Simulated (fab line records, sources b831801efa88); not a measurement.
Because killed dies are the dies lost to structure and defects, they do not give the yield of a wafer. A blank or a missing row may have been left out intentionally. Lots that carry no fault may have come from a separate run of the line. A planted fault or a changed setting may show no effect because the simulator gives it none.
Which tool did it?    flow gf180mcu    24 lots, 72 wafers sampled, at 6 steps of a route of 602

WHAT THE GAUGES READ, wafer by wafer
GF_M2_THK_MEAS_06: measures by xrf. Usual: M2_ALCU_THK typically reads 459 nm, with standard deviation 7.1.
lot   measured      on             M2_ALCU_THK (nm)  flag
L074  day 18 03:17  film metro-04  464 466 466       
L075  day 18 13:50  film metro-02  459 462 460       
L076  day 19 04:34  film metro-02  464 462 451       
L077  day 19 07:34  film metro-01  451 464 445       
L078  day 19 23:32  film metro-01  464 456 471       
L079  day 20 11:10  film metro-02  462 464 467       
L080  day 20 21:32  film metro-01  458 464 461       
L081  day 21 02:56  film metro-01  463 466 459       
L082  day 21 08:10  film metro-01  451 456 449       
L083  day 21 19:50  film metro-02  460 466 466       
L084  day 22 02:04  film metro-02  450 456 448       
L085  day 22 07:10  film metro-02  468 462 469       
L086  day 22 23:55  film metro-04  453 452 451       
L087  day 23 04:40  film metro-02  460 464 467       
L088  day 23 11:28  film metro-01  459 474 459       
L089  day 23 18:18  film metro-04  456 458 453       
L090  day 24 02:54  film metro-02  458 460 465       
L091  day 24 08:43  film metro-04  463 453 445       
L092  day 24 17:22  film metro-02  459 469 450       
L093  day 25 00:53  film metro-01  451 454 446       
L094  day 25 11:29  film metro-04  460 443 457       
L095  day 25 14:53  film metro-04  468 464 462       
L096  day 25 18:33  film metro-04  447 461 445       
L097  day 26 06:21  film metro-04  467 466 466       

GF_V5_BOW_MEAS_05. Usual: V5_BOW typically reads 132 um, with standard deviation 8.
lot   measured      on             V5_BOW (um)  flag
L074  day 26 06:31  film metro-02  139 134 133  
L075  day 26 15:39  film metro-03  130 130 139  
L076  day 27 06:06  film metro-03  120 139 128  
L077  day 27 08:49  film metro-04  123 125 144  
L078  day 27 23:06  film metro-03  124 134 143  
L079  day 28 07:21  film metro-02  125 140 148  
L080  day 28 15:37  film metro-02  126 131 128  
L081  day 28 19:20  film metro-02  124 121 127  
L082  day 28 21:49  film metro-02  142 146 133  
L083  day 29 10:38  film metro-04  142 143 145  
L084  day 29 15:23  film metro-02  144 134 131  
L085  day 29 17:27  film metro-03  140 144 137  
L086  day 30 08:22  film metro-04  138 140 140  
L087  day 30 11:36  film metro-03  125 118 131  
L088  day 30 17:19  film metro-02  129 138 128  
L089  day 30 23:29  film metro-03  132 138 136  
L090  day 31 07:14  film metro-02  124 117 124  
L091  day 31 11:11  film metro-02  138 134 139  
L092  day 32 05:19  film metro-02  133 135 136  
L093  day 31 23:21  film metro-04  127 126 122  
L094  day 32 08:46  film metro-02  126 148 135  
L095  day 32 11:17  film metro-02  129 131 130  
L096  day 32 12:28  film metro-04  132 140 139  
L097  day 32 23:29  film metro-04  134 146 132  

EACH LOT AND THE TOOL THAT RAN IT (in order: tool; ch and the chambers of the sampled wafers; start)
lot   GF_M1_SPUTTER_03              GF_V3_CVD_23                   GF_V4_ETCH_16                       GF_MIM_SPUTTER_09
L074  pvd sputter-02, day 16 01:46  cvd w-01 ch 0,1, day 22 08:39  rie diel-02 ch 0,3, day 24 08:24    pvd sputter-02, day 24 10:09
L075  pvd sputter-02, day 16 14:54  cvd w-02 ch 1, day 22 19:01    rie diel-02 ch 1,2, day 24 17:56    pvd sputter-01, day 24 20:02
L076  pvd sputter-02, day 17 03:17  cvd w-02 ch 0,1, day 23 09:41  rie diel-04 ch 0,1,3, day 25 08:09  pvd sputter-02, day 25 10:14
L077  pvd sputter-02, day 17 05:23  cvd w-02 ch 0,1, day 23 13:02  rie diel-01 ch 1,2, day 25 11:24    pvd sputter-03, day 25 13:08
L078  pvd sputter-01, day 17 21:01  cvd w-02 ch 0,1, day 24 04:00  rie diel-01 ch 0,1,3, day 26 02:08  pvd sputter-02, day 26 03:53
L079  pvd sputter-03, day 18 08:01  cvd w-01 ch 0,1, day 24 13:55  rie diel-01 ch 1,2, day 26 11:09    pvd sputter-03, day 26 12:54
L080  pvd sputter-03, day 18 18:12  cvd w-01 ch 0,1, day 24 22:26  rie diel-01 ch 1,2,3, day 26 19:05  pvd sputter-03, day 26 20:52
L081  pvd sputter-02, day 18 22:45  cvd w-01 ch 0,1, day 25 03:39  rie diel-01 ch 0,1, day 27 00:38    pvd sputter-03, day 27 02:23
L082  pvd sputter-01, day 19 03:45  cvd w-01 ch 0,1, day 25 07:02  rie diel-01 ch 0,1,3, day 27 03:00  pvd sputter-01, day 27 04:45
L083  pvd sputter-02, day 19 15:39  cvd w-02 ch 0,1, day 25 20:16  rie diel-01 ch 0,1,2, day 27 15:02  pvd sputter-02, day 27 16:46
L084  pvd sputter-01, day 19 22:57  cvd w-01 ch 0,1, day 26 01:31  rie diel-01 ch 1,3, day 27 21:02    pvd sputter-02, day 27 22:47
L085  pvd sputter-01, day 20 03:17  cvd w-02 ch 0,1, day 26 05:04  rie diel-01 ch 0,2,3, day 27 23:29  pvd sputter-02, day 28 01:13
L086  pvd sputter-01, day 20 21:16  cvd w-01 ch 1, day 26 21:35    rie diel-02 ch 0,2, day 28 15:50    pvd sputter-02, day 28 17:34
L087  pvd sputter-01, day 21 02:04  cvd w-01 ch 0,1, day 27 01:41  rie diel-01 ch 0,1, day 28 19:09    pvd sputter-02, day 28 20:53
L088  pvd sputter-02, day 21 09:16  cvd w-02 ch 0,1, day 27 05:56  rie diel-04 ch 0,2,3, day 29 00:05  pvd sputter-03, day 29 01:52
L089  pvd sputter-01, day 21 16:13  cvd w-01 ch 0,1, day 27 13:07  rie diel-02 ch 0,2, day 29 06:26    pvd sputter-01, day 29 08:26
L090  pvd sputter-03, day 22 01:34  cvd w-02 ch 0,1, day 27 22:14  rie diel-02 ch 0,2,3, day 29 15:27  pvd sputter-03, day 29 17:11
L091  pvd sputter-02, day 22 07:34  cvd w-01 ch 0,1, day 28 02:34  rie diel-01 ch 1,2, day 29 17:59    pvd sputter-01, day 29 19:44
L092  pvd sputter-02, day 22 16:31  cvd w-01 ch 0,1, day 28 09:40  rie diel-04 ch 0,1,3, day 30 15:15  pvd sputter-01, day 30 16:59
L093  pvd sputter-02, day 23 00:36  cvd w-01 ch 0,1, day 28 16:45  rie diel-04 ch 1,3, day 30 07:38    pvd sputter-02, day 30 09:23
L094  pvd sputter-01, day 23 12:01  cvd w-01 ch 0,1, day 29 02:17  rie diel-02 ch 0,2,3, day 30 18:05  pvd sputter-02, day 30 20:10
L095  pvd sputter-03, day 23 14:47  cvd w-02 ch 0,1, day 29 05:15  rie diel-04 ch 0,3, day 30 20:44    pvd sputter-02, day 30 22:49
L096  pvd sputter-03, day 23 18:27  cvd w-02 ch 0,1, day 29 08:18  rie diel-04 ch 1,3, day 30 23:44    pvd sputter-02, day 31 01:28
L097  pvd sputter-02, day 24 08:22  cvd w-02 ch 0,1, day 29 18:28  rie diel-01 ch 1,2,3, day 31 09:46  pvd sputter-01, day 31 11:31
- GF_M1_SPUTTER_03: material Ti, target thk 10 nm, time 6.7 s.
- GF_V3_CVD_23: deposits W, target thk 350 nm, time 104.9 s.
- GF_V4_ETCH_16: etches BARC in N2/H2.
- GF_MIM_SPUTTER_09: material TiN, target thk 35 nm, time 29.2 s.

WHAT THE TOOLS THEMSELVES READ (means of the sampled wafers that have a number; where no wafer has one, the mark that the record gives instead)
GF_M1_SPUTTER_03. Usual: throttle valve pct at 30.4 %, with a standard deviation of 0.83.
lot   tool            throttle valve pct (%)  flag
L074  pvd sputter-02  30.7                    
L075  pvd sputter-02  31.0                    
L076  pvd sputter-02  30.9                    
L077  pvd sputter-02  30.9                    
L078  pvd sputter-01  30.9                    
L079  pvd sputter-03  29.5                    
L080  pvd sputter-03  29.2                    
L081  pvd sputter-02  30.8                    
L082  pvd sputter-01  31.1                    
L083  pvd sputter-02  31.0                    
L084  pvd sputter-01  31.4                    
L085  pvd sputter-01  31.0                    
L086  pvd sputter-01  31.1                    
L087  pvd sputter-01  31.0                    
L088  pvd sputter-02  30.7                    
L089  pvd sputter-01  30.4                    
L090  pvd sputter-03  29.8                    
L091  pvd sputter-02  31.0                    
L092  pvd sputter-02  30.7                    
L093  pvd sputter-02  31.0                    
L094  pvd sputter-01  30.2                    
L095  pvd sputter-03  29.6                    
L096  pvd sputter-03  30.1                    
L097  pvd sputter-02  30.9                    

GF_V3_CVD_23. Usual: heater power w at 960 W, with a standard deviation of 120.
lot   tool      heater power w (W)  flag
L074  cvd w-01  1019                
L075  cvd w-02  743                 
L076  cvd w-02  916                 
L077  cvd w-02  823                 
L078  cvd w-02  902                 
L079  cvd w-01  1042                
L080  cvd w-01  1043                
L081  cvd w-01  1039                
L082  cvd w-01  1040                
L083  cvd w-02  911                 
L084  cvd w-01  1030                
L085  cvd w-02  823                 
L086  cvd w-01  1040                
L087  cvd w-01  1047                
L088  cvd w-02  920                 
L089  cvd w-01  1031                
L090  cvd w-02  833                 
L091  cvd w-01  1034                
L092  cvd w-01  1054                
L093  cvd w-01  1054                
L094  cvd w-01  1033                
L095  cvd w-02  912                 
L096  cvd w-02  929                 
L097  cvd w-02  907                 

GF_V4_ETCH_16. Usual: drypump motor current A 5.7 A, standard deviation 0.57; oes product au 0.854 a.u., standard deviation 0.0052; throttle valve pct 13.224 %, standard deviation 0.0094.
lot   tool         drypump motor current A (A)  oes product au (a.u.)  throttle valve pct (%)  flag
L074  rie diel-02  5.6                          0.856                  13.230                  
L075  rie diel-02  5.3                          0.853                  13.222                  
L076  rie diel-04  5.6                          0.853                  13.230                  
L077  rie diel-01  6.1                          0.855                  13.229                  
L078  rie diel-01  5.8                          0.853                  13.227                  
L079  rie diel-01  6.1                          0.851                  13.223                  
L080  rie diel-01  6.0                          0.853                  13.218                  
L081  rie diel-01  5.5                          0.850                  13.225                  
L082  rie diel-01  5.8                          0.860                  13.218                  
L083  rie diel-01  6.0                          0.858                  13.215                  
L084  rie diel-01  5.9                          0.855                  13.229                  
L085  rie diel-01  6.4                          0.851                  13.223                  
L086  rie diel-02  5.3                          0.851                  13.215                  
L087  rie diel-01  5.8                          0.857                  13.226                  
L088  rie diel-04  5.4                          0.853                  13.225                  
L089  rie diel-02  5.3                          0.854                  13.217                  
L090  rie diel-02  5.5                          0.851                  13.229                  
L091  rie diel-01  5.6                          0.852                  13.226                  
L092  rie diel-04  5.6                          0.854                  13.227                  
L093  rie diel-04  5.3                          0.856                  13.222                  
L094  rie diel-02  5.5                          0.857                  13.217                  
L095  rie diel-04  5.8                          0.855                  13.219                  
L096  rie diel-04  5.3                          0.853                  13.228                  
L097  rie diel-01  6.0                          0.853                  13.224                  

GF_MIM_SPUTTER_09. Usual: throttle valve pct at 30.4 %, with a standard deviation of 0.81.
lot   tool            throttle valve pct (%)  flag
L074  pvd sputter-02  30.9                    
L075  pvd sputter-01  30.2                    
L076  pvd sputter-02  30.8                    
L077  pvd sputter-03  30.1                    
L078  pvd sputter-02  30.9                    
L079  pvd sputter-03  29.8                    
L080  pvd sputter-03  29.1                    
L081  pvd sputter-03  29.1                    
L082  pvd sputter-01  30.3                    
L083  pvd sputter-02  30.6                    
L084  pvd sputter-02  30.8                    
L085  pvd sputter-02  30.5                    
L086  pvd sputter-02  30.9                    
L087  pvd sputter-02  30.6                    
L088  pvd sputter-03  28.7                    
L089  pvd sputter-01  30.6                    
L090  pvd sputter-03  29.2                    
L091  pvd sputter-01  30.0                    
L092  pvd sputter-01  30.9                    
L093  pvd sputter-02  30.6                    
L094  pvd sputter-02  30.7                    
L095  pvd sputter-02  30.7                    
L096  pvd sputter-02  30.9                    
L097  pvd sputter-01  31.0                    

THE ANSWER, worked out from the rows above alone
Rule: take the mean of a lot's wafers that have a number; if it is more than 3 standard deviations from the usual mean, the lot is off. Also off: a lot with no number at a reading for which 4 or more lots have one. Where the step has rows for the other lots, those lots are counted as sound. After the gauges, taken in route order, come the tools' own readings; for these a lot's mean is taken, as printed above. The first step at which some lot is off is used, and at that step the reading that is off furthest; a lot without a number counts as furthest.
Across all readings shown, no lot is off: no conclusion can be drawn from this.

WHAT WAS PUT IN BY THE SIMULATOR
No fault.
